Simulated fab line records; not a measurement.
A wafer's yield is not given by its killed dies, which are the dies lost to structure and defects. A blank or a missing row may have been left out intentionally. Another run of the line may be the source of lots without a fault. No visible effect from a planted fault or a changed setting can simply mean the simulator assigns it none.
Code-filled problem report in 8D (eight disciplines) form + flow sfq-line + the parts of the form that need people (team, actions taken, sign-off) are left out

## 1. PROBLEM STATEMENT
M1_NB_RS at SFQ_M1_RS_MEAS_909 reads a mean of 1.033 ohm/sq on 6 wafers of 2 lots; wafers without a fault read 0.888 ohm/sq with a standard deviation of 0.0097. That is +15 standard deviations from the usual mean.
The step: measures by four-point-probe.
The first sign was on wafer L899.2 at day 24 16:48, on film-metro-04. The record has a number at this step for 36 wafers belonging to 12 lots. Rule for "out" (also "out of limits"): further than 4 standard deviations from the usual mean. All remaining wafers that have a number are taken as sound.

## 2. WHAT IT IS, AND WHAT IT ISN'T
| question                    | is                           | is not                                                                                 |
|-----------------------------|------------------------------|----------------------------------------------------------------------------------------|
| which readings at this step | M1_NB_RS                     | -                                                                                      |
| which lots                  | L899, L900                   | L884, L885, L886, L887, L888, L889, L903, L905, L906, L907                             |
| which wafers of those lots  | all that have a number       | -                                                                                      |
| read on which gauges        | film-metro-01, film-metro-04 | film-metro-03                                                                          |
| when                        | from day 24 16:48            | up to then (18 sound wafers); but 12 sound wafers of L903, L905, L906, L907 came after |

## 3. WHAT RULES OUT EACH SUSPECT
Counting: a tool at a process step up to the reading stays a suspect if it ran every lot that is out and no sound lot after the first of them.
- the gauge at SFQ_M1_RS_MEAS_909 is ruled out. The wafers that are out were read on 2 gauges (film-metro-01, film-metro-04).
- pvd-sputter-04 at SFQ_TRILAYER_M1_DEP_SPUTTER_037 (material Nb, target thk 200 nm, time 133.3 s): kept. It ran every lot that is out, first L899 (day 24 16:41), and no sound lot after that.
After counting, what remains is pvd-sputter-04 at SFQ_TRILAYER_M1_DEP_SPUTTER_037.

## 4. THE CAUSE (what the simulator had put in)
Site profile drift: pvd-sputter-04, from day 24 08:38 on, at SFQ_TRILAYER_M1_DEP_SPUTTER_037. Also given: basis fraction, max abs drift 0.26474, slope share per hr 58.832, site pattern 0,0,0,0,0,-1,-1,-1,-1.
The count eliminated every tool but this one.

## 5. SEQUENCE OF EFFECTS, ordered by route
Rows list readings where the struck wafers' mean (over those with a number) sits beyond 3 standard deviations from the usual. Readings are gone through only where the record gives a usual standard deviation; hours: the median, over the lots, of the time from a lot's start at the first step in this table giving one to that lot's start at this step; sigmas: the change measured in usual standard deviations.
| hours | step                                | reading        | usual        | on struck wafers | change | sigmas |
|-------|-------------------------------------|----------------|--------------|------------------|--------|--------|
| 0     | SFQ_M1_RS_MEAS_909                  | M1_NB_RS       | 0.888 ohm/sq | 1.033            | +0.145 | +15    |
| 164   | SFQ_TRILAYER_M1_ETCH_METAL_ETCH_042 | oes-product-au | 0.895 a.u.   | 0.833            | -0.062 | -8.4   |
Process steps it contains:
- SFQ_TRILAYER_M1_ETCH_METAL_ETCH_042: etches Nb in Cl2/Ar, stops on SiO2, target depth 240 nm, time 120 s.
Later measuring or inspecting steps at which every struck wafer that the step has a row for has a number for every such reading, and none has moved that far: SFQ_I3_OVL_MEAS_923.

## 6. WHAT WOULD HAVE CAUGHT IT SOONER
Counted from the fault's start at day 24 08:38, it took 8 hours until the first out-of-limits reading at a measuring or inspecting step in this record, taken at day 24 16:48.
Of the tool readings at SFQ_TRILAYER_M1_DEP_SPUTTER_037 for which the record gives a usual standard deviation, none was out on any struck wafer, so an alarm limit of 4 standard deviations on them would not have fired.
L900, from the lots that are out (2), started SFQ_TRILAYER_M1_DEP_SPUTTER_037 on pvd-sputter-04 later than day 24 16:48. A hold on the tool at that time would have spared it.
